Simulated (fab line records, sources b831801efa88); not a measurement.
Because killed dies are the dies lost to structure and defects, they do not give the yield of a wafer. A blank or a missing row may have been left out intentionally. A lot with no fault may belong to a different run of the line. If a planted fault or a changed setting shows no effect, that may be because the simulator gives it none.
fab line records + flow gf180mcu
[record]
- lots = 14
- wafers = 42
- last-day = 34
route steps=602 shown STI@31 DNWELL@41 VT_IMPLANT@131 HV_LDD@226
lots that met no fault: taken from a fault-free run of the same line
start-h: start of the lot's first displayed wafer, in hours after the record's first day + wait-h: hours elapsed since this lot's preceding step + " same as the row above + L1.1+2: a row that stands for several wafers + - no value, or no start was given + * or withheld: withheld + < > ~ a bound
route shown NAME@n: names a module that has steps shown in the file, with the first one's number in the route + usual: the fault-free wafers' mean and standard deviation + same: alike in all rows + chamber/n: place in a boat + sites: readings site by site + _std_site: standard deviation across them + _edge_site: outer sites' mean less inner sites' + radius-mm: for every site, how far away it sits from the centre of the wafer + mask NAME#n: copy n + behind: the most recent tool/chamber to have shaped the wafer + hold: the reason the lot was held/the length of the hold in hours/how it ended + device: names the non-switching transistor (n, p or np) + end of line: tests run on the same wafers once the route is complete + a step without rows: its recipe alone + killed: not the wafer's yield, but the dies lost to structure and defects at the first sort + map: per-die view of a wafer (x killed, . not killed, _ where there is no die)
set.NAME: the run value of the setting; set.NAME@STEP: its run value at that earlier step + model.NAME: the simulator's own value behind a step, which no gauge read
route steps across a sampled set of lots; one table per step, one row per wafer
services: the hour from which a tool's chamber was out of use, counted from the record's first day as start-h (under 0 if before that day), plus the number of hours and why
[[steps]]
[step GF_STI_THK_MEAS_30]
[recipe]
- reads = SiO2_of_STI_OXIDATION_29
[usual]
- STI_OXIDATION_02_THK = 10.07/0.16
| lot.wafer | tool          | chamber | start-h | wait-h | STI_OXIDATION_02_THK[nm] |
|-----------|---------------|---------|---------|--------|--------------------------|
| L799.1    | film-metro-03 | -       | 42.87   | 0.0    | 10.04                    |
| L799.2    | "             | -       | "       | "      | 10.21                    |
| L799.4    | "             | -       | "       | "      | 10.36                    |
| L801.3    | film-metro-03 | -       | 48.37   | 0.0    | 9.97                     |
| L801.4    | "             | -       | "       | "      | 10.07                    |
| L801.6    | "             | -       | "       | "      | 9.89                     |
| L805.1    | film-metro-04 | -       | 67.76   | 0.0    | 10.28                    |
| L805.2    | "             | -       | "       | "      | 10.14                    |
| L805.6    | "             | -       | "       | "      | 10.44                    |
| L804.3    | film-metro-01 | -       | 67.78   | 0.0    | 10.11                    |
| L804.4    | "             | -       | "       | "      | 10.16                    |
| L804.6    | "             | -       | "       | "      | 10.14                    |
| L806.2    | film-metro-03 | -       | 78.89   | 0.0    | 10.27                    |
| L806.3    | "             | -       | "       | "      | 10.16                    |
| L806.6    | "             | -       | "       | "      | 10.14                    |
| L809.1    | film-metro-03 | -       | 88.43   | 0.0    | 10.33                    |
| L809.5    | "             | -       | "       | "      | 10.22                    |
| L809.6    | "             | -       | "       | "      | 10.04                    |
| L811.2    | film-metro-04 | -       | 107.65  | 0.0    | 10.20                    |
| L811.4    | "             | -       | "       | "      | 9.94                     |
| L811.5    | "             | -       | "       | "      | 9.97                     |
| L812.1    | film-metro-01 | -       | 117.63  | 0.0    | 10.01                    |
| L812.2    | "             | -       | "       | "      | 10.10                    |
| L812.5    | "             | -       | "       | "      | 10.03                    |
| L814.1    | film-metro-03 | -       | 117.63  | 0.0    | 9.91                     |
| L814.3    | "             | -       | "       | "      | 9.94                     |
| L814.4    | "             | -       | "       | "      | 9.94                     |
| L813.2    | film-metro-04 | -       | 117.64  | 0.0    | 10.14                    |
| L813.3    | "             | -       | "       | "      | 9.88                     |
| L813.4    | "             | -       | "       | "      | 9.87                     |
| L815.1    | film-metro-04 | -       | 123.11  | 0.0    | 9.87                     |
| L815.2    | "             | -       | "       | "      | 9.87                     |
| L815.6    | "             | -       | "       | "      | 9.72                     |
| L817.1    | film-metro-04 | -       | 125.36  | 0.0    | 9.85                     |
| L817.2    | "             | -       | "       | "      | 9.96                     |
| L817.6    | "             | -       | "       | "      | 9.82                     |
| L816.1    | film-metro-04 | -       | 125.89  | 0.0    | 9.87                     |
| L816.2    | "             | -       | "       | "      | 9.91                     |
| L816.6    | "             | -       | "       | "      | 9.89                     |
| L821.1    | film-metro-03 | -       | 145.37  | 0.0    | 9.93                     |
| L821.4    | "             | -       | "       | "      | 10.10                    |
| L821.6    | "             | -       | "       | "      | 10.06                    |
[step GF_DNWELL_TW_MEAS_09]
[usual]
- DNWELL_TW = 1342/12
| lot.wafer | tool          | chamber | start-h | wait-h | DNWELL_TW |
|-----------|---------------|---------|---------|--------|-----------|
| L799.1    | film-metro-02 | -       | 54.57   | 0.1    | 1349      |
| L799.2    | "             | -       | "       | "      | 1346      |
| L799.4    | "             | -       | "       | "      | 1345      |
| L801.3    | film-metro-02 | -       | 60.26   | 0.1    | 1340      |
| L801.4    | "             | -       | "       | "      | 1344      |
| L801.6    | "             | -       | "       | "      | 1350      |
| L804.3    | film-metro-02 | -       | 80.34   | 0.1    | 1335      |
| L804.4    | "             | -       | "       | "      | 1330      |
| L804.6    | "             | -       | "       | "      | 1340      |
| L805.1    | film-metro-03 | -       | 80.89   | 0.1    | 1341      |
| L805.2    | "             | -       | "       | "      | 1356      |
| L805.6    | "             | -       | "       | "      | 1337      |
| L806.2    | film-metro-02 | -       | 92.14   | 0.1    | 1336      |
| L806.3    | "             | -       | "       | "      | 1335      |
| L806.6    | "             | -       | "       | "      | 1330      |
| L809.1    | film-metro-02 | -       | 101.65  | 0.1    | 1339      |
| L809.5    | "             | -       | "       | "      | 1341      |
| L809.6    | "             | -       | "       | "      | 1340      |
| L811.2    | film-metro-02 | -       | 120.88  | 0.1    | 1338      |
| L811.4    | "             | -       | "       | "      | 1332      |
| L811.5    | "             | -       | "       | "      | 1338      |
| L813.2    | film-metro-03 | -       | 131.63  | 0.1    | 1352      |
| L813.3    | "             | -       | "       | "      | 1355      |
| L813.4    | "             | -       | "       | "      | 1354      |
| L812.1    | film-metro-03 | -       | 132.18  | 0.1    | 1351      |
| L812.2    | "             | -       | "       | "      | 1354      |
| L812.5    | "             | -       | "       | "      | 1349      |
| L814.1    | film-metro-02 | -       | 132.34  | 0.1    | 1348      |
| L814.3    | "             | -       | "       | "      | 1350      |
| L814.4    | "             | -       | "       | "      | 1340      |
| L815.1    | film-metro-02 | -       | 137.39  | 0.1    | 1327      |
| L815.2    | "             | -       | "       | "      | 1331      |
| L815.6    | "             | -       | "       | "      | 1337      |
| L817.1    | film-metro-02 | -       | 140.88  | 0.1    | 1336      |
| L817.2    | "             | -       | "       | "      | 1342      |
| L817.6    | "             | -       | "       | "      | 1342      |
| L816.1    | film-metro-03 | -       | 141.07  | 0.1    | 1350      |
| L816.2    | "             | -       | "       | "      | 1348      |
| L816.6    | "             | -       | "       | "      | 1344      |
| L821.1    | film-metro-02 | -       | 160.22  | 0.1    | 1343      |
| L821.4    | "             | -       | "       | "      | 1334      |
| L821.6    | "             | -       | "       | "      | 1344      |
[step GF_VT_IMPLANT_IMPLANT_41]
[recipe]
- species = As
- energy-kev = 70
- dose-cm2 = 1.013e+12
- tilt-deg = 7
[usual]
- beam-on-s = 10.00/0.2
| lot.wafer | tool         | chamber | start-h | wait-h | beam-on-s |
|-----------|--------------|---------|---------|--------|-----------|
| L799.1    | implanter-03 | 0       | 162.06  | 0.0    | 10.03     |
| L799.2    | "            | 0       | "       | "      | 9.96      |
| L799.4    | "            | 0       | "       | "      | 10.25     |
| L801.3    | implanter-01 | 0       | 168.96  | 0.1    | 9.89      |
| L801.4    | "            | 0       | "       | "      | 10.10     |
| L801.6    | "            | 0       | "       | "      | 9.90      |
| L804.3    | implanter-03 | 0       | 197.46  | 0.1    | 10.21     |
| L804.4    | "            | 0       | "       | "      | 9.84      |
| L804.6    | "            | 0       | "       | "      | 10.19     |
| L805.1    | implanter-01 | 0       | 198.55  | 0.0    | 9.66      |
| L805.2    | "            | 0       | "       | "      | 9.85      |
| L805.6    | "            | 0       | "       | "      | 10.17     |
| L806.2    | implanter-01 | 0       | 212.81  | 0.1    | 9.82      |
| L806.3    | "            | 0       | "       | "      | 10.28     |
| L806.6    | "            | 0       | "       | "      | 9.95      |
| L809.1    | implanter-02 | 0       | 225.30  | 0.0    | 10.25     |
| L809.5    | "            | 0       | "       | "      | 9.75      |
| L809.6    | "            | 0       | "       | "      | 9.76      |
| L811.2    | implanter-01 | 0       | 252.48  | 0.0    | 9.87      |
| L811.4    | "            | 0       | "       | "      | 10.06     |
| L811.5    | "            | 0       | "       | "      | 9.99      |
| L813.2    | implanter-01 | 0       | 265.72  | 0.0    | 10.00     |
| L813.3    | "            | 0       | "       | "      | 9.88      |
| L813.4    | "            | 0       | "       | "      | 10.15     |
| L812.1    | implanter-01 | 0       | 266.66  | 0.0    | 10.22     |
| L812.2    | "            | 0       | "       | "      | 9.92      |
| L812.5    | "            | 0       | "       | "      | 9.63      |
| L814.1    | implanter-02 | 0       | 267.30  | 0.0    | 10.22     |
| L814.3    | "            | 0       | "       | "      | 10.30     |
| L814.4    | "            | 0       | "       | "      | 10.01     |
| L815.1    | implanter-01 | 0       | 273.90  | 0.0    | 9.95      |
| L815.2    | "            | 0       | "       | "      | 9.77      |
| L815.6    | "            | 0       | "       | "      | 10.22     |
| L817.1    | implanter-02 | 0       | 280.66  | 0.0    | 10.11     |
| L817.2    | "            | 0       | "       | "      | 9.63      |
| L817.6    | "            | 0       | "       | "      | 10.00     |
| L816.1    | implanter-03 | 0       | 280.95  | 0.0    | 9.83      |
| L816.2    | "            | 0       | "       | "      | 9.82      |
| L816.6    | "            | 0       | "       | "      | 10.16     |
| L821.1    | implanter-03 | 0       | 304.76  | 0.0    | 9.86      |
| L821.4    | "            | 0       | "       | "      | 10.23     |
| L821.6    | "            | 0       | "       | "      | 10.11     |
[step GF_VT_IMPLANT_TW_MEAS_43]
[usual]
- VT_IMPLANT_4_TW = 691/5.9
| lot.wafer | tool          | chamber | start-h | wait-h | VT_IMPLANT_4_TW |
|-----------|---------------|---------|---------|--------|-----------------|
| L799.1    | film-metro-01 | -       | 162.31  | 0.1    | 695             |
| L799.2    | "             | -       | "       | "      | 695             |
| L799.4    | "             | -       | "       | "      | 696             |
| L801.3    | film-metro-02 | -       | 169.18  | 0.1    | 684             |
| L801.4    | "             | -       | "       | "      | 681             |
| L801.6    | "             | -       | "       | "      | 686             |
| L804.3    | film-metro-02 | -       | 197.68  | 0.1    | 687             |
| L804.4    | "             | -       | "       | "      | 688             |
| L804.6    | "             | -       | "       | "      | 689             |
| L805.1    | film-metro-01 | -       | 198.80  | 0.1    | 694             |
| L805.2    | "             | -       | "       | "      | 694             |
| L805.6    | "             | -       | "       | "      | 693             |
| L806.2    | film-metro-03 | -       | 213.04  | 0.1    | 693             |
| L806.3    | "             | -       | "       | "      | 693             |
| L806.6    | "             | -       | "       | "      | 695             |
| L809.1    | film-metro-03 | -       | 225.55  | 0.1    | 691             |
| L809.5    | "             | -       | "       | "      | 690             |
| L809.6    | "             | -       | "       | "      | 691             |
| L811.2    | film-metro-02 | -       | 252.72  | 0.1    | 683             |
| L811.4    | "             | -       | "       | "      | 683             |
| L811.5    | "             | -       | "       | "      | 681             |
| L813.2    | film-metro-03 | -       | 265.96  | 0.1    | 694             |
| L813.3    | "             | -       | "       | "      | 694             |
| L813.4    | "             | -       | "       | "      | 690             |
| L812.1    | film-metro-01 | -       | 266.91  | 0.1    | 697             |
| L812.2    | "             | -       | "       | "      | 645             |
| L812.5    | "             | -       | "       | "      | 645             |
| L814.1    | film-metro-01 | -       | 267.55  | 0.1    | 696             |
| L814.3    | "             | -       | "       | "      | 700             |
| L814.4    | "             | -       | "       | "      | 696             |
| L815.1    | film-metro-03 | -       | 274.15  | 0.1    | 694             |
| L815.2    | "             | -       | "       | "      | 636             |
| L815.6    | "             | -       | "       | "      | 693             |
| L817.1    | film-metro-03 | -       | 280.91  | 0.1    | 689             |
| L817.2    | "             | -       | "       | "      | 689             |
| L817.6    | "             | -       | "       | "      | 687             |
| L816.1    | film-metro-01 | -       | 281.20  | 0.1    | 699             |
| L816.2    | "             | -       | "       | "      | 697             |
| L816.6    | "             | -       | "       | "      | 697             |
| L821.1    | film-metro-02 | -       | 305.01  | 0.1    | 687             |
| L821.4    | "             | -       | "       | "      | 690             |
| L821.6    | "             | -       | "       | "      | 688             |
[step GF_HV_LDD_TW_MEAS_50]
[usual]
- HV_LDD_4_TW = 568/6.7
| lot.wafer | tool          | chamber | start-h | wait-h | HV_LDD_4_TW |
|-----------|---------------|---------|---------|--------|-------------|
| L799.1    | film-metro-02 | -       | 280.73  | 0.1    | 564         |
| L799.2    | "             | -       | "       | "      | 563         |
| L799.4    | "             | -       | "       | "      | 561         |
| L801.3    | film-metro-02 | -       | 289.61  | 0.1    | 563         |
| L801.4    | "             | -       | "       | "      | 566         |
| L801.6    | "             | -       | "       | "      | 564         |
| L804.3    | film-metro-01 | -       | 317.59  | 0.1    | 576         |
| L804.4    | "             | -       | "       | "      | 576         |
| L804.6    | "             | -       | "       | "      | 577         |
| L805.1    | film-metro-01 | -       | 321.67  | 0.1    | 579         |
| L805.2    | "             | -       | "       | "      | 579         |
| L805.6    | "             | -       | "       | "      | 575         |
| L806.2    | film-metro-04 | -       | 338.10  | 0.1    | 562         |
| L806.3    | "             | -       | "       | "      | 563         |
| L806.6    | "             | -       | "       | "      | 564         |
| L809.1    | film-metro-02 | -       | 356.43  | 0.1    | 563         |
| L809.5    | "             | -       | "       | "      | 563         |
| L809.6    | "             | -       | "       | "      | 563         |
| L811.2    | film-metro-01 | -       | 387.03  | 0.1    | 580         |
| L811.4    | "             | -       | "       | "      | 578         |
| L811.5    | "             | -       | "       | "      | 578         |
| L813.2    | film-metro-04 | -       | 401.80  | 0.1    | 563         |
| L813.3    | "             | -       | "       | "      | 565         |
| L813.4    | "             | -       | "       | "      | 563         |
| L814.1    | film-metro-02 | -       | 404.22  | 0.1    | 563         |
| L814.3    | "             | -       | "       | "      | 565         |
| L814.4    | "             | -       | "       | "      | 568         |
| L812.1    | film-metro-02 | -       | 404.63  | 0.1    | 565         |
| L812.2    | "             | -       | "       | "      | 566         |
| L812.5    | "             | -       | "       | "      | 566         |
| L815.1    | film-metro-04 | -       | 411.62  | 0.1    | 566         |
| L815.2    | "             | -       | "       | "      | 566         |
| L815.6    | "             | -       | "       | "      | 565         |
| L817.1    | film-metro-01 | -       | 417.94  | 0.1    | 576         |
| L817.2    | "             | -       | "       | "      | 576         |
| L817.6    | "             | -       | "       | "      | 578         |
| L816.1    | film-metro-04 | -       | 422.84  | 0.1    | 563         |
| L816.2    | "             | -       | "       | "      | 562         |
| L816.6    | "             | -       | "       | "      | 567         |
| L821.1    | film-metro-04 | -       | 449.87  | 0.1    | 564         |
| L821.4    | "             | -       | "       | "      | 563         |
| L821.6    | "             | -       | "       | "      | 564         |
[[services]]
| tool         | chamber | start-h | hours | kind   |
|--------------|---------|---------|-------|--------|
| implanter-03 | -       | 145.84  | 2.9   | pm     |
| implanter-01 | -       | 147.27  | 2.0   | repair |
| implanter-01 | -       | 213.04  | 2.2   | repair |
| implanter-01 | -       | 213.67  | 2.8   | repair |
| implanter-01 | -       | 233.31  | 4.7   | repair |
[[key]]
[first-sign]
- step = GF_VT_IMPLANT_TW_MEAS_43
- reading = VT_IMPLANT_4_TW
- direction = down
- sigmas = 8.2
- usual = 691
- struck = 642
effect none on later readings
met-at GF_VT_IMPLANT_IMPLANT_41
struck-lots L812,L815
struck-wafers L812.2,L812.5,L815.2
tester-left-out L812,L815
not-acting-at GF_STI_THK_MEAS_30,GF_DNWELL_TW_MEAS_09,GF_HV_LDD_TW_MEAS_50
onset-between 265.72 266.66
[fault]
- kind = process-parameter-drift
- tool = implanter-01
- chamber = -
- onset-h = 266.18
- steps = GF_VT_IMPLANT_IMPLANT_41
- channel = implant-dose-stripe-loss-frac
- offset = 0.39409
- shape = step
- end-h = 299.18
- scope = struck-wafers-only
// tester-left-out: of these lots the tester's yield and bins aren't shown, on N5 and GAA mostly nor the transistor test; their killed dies are dies lost to structure and defects alone, not to doping, threshold or leakage, so they don't give the yield
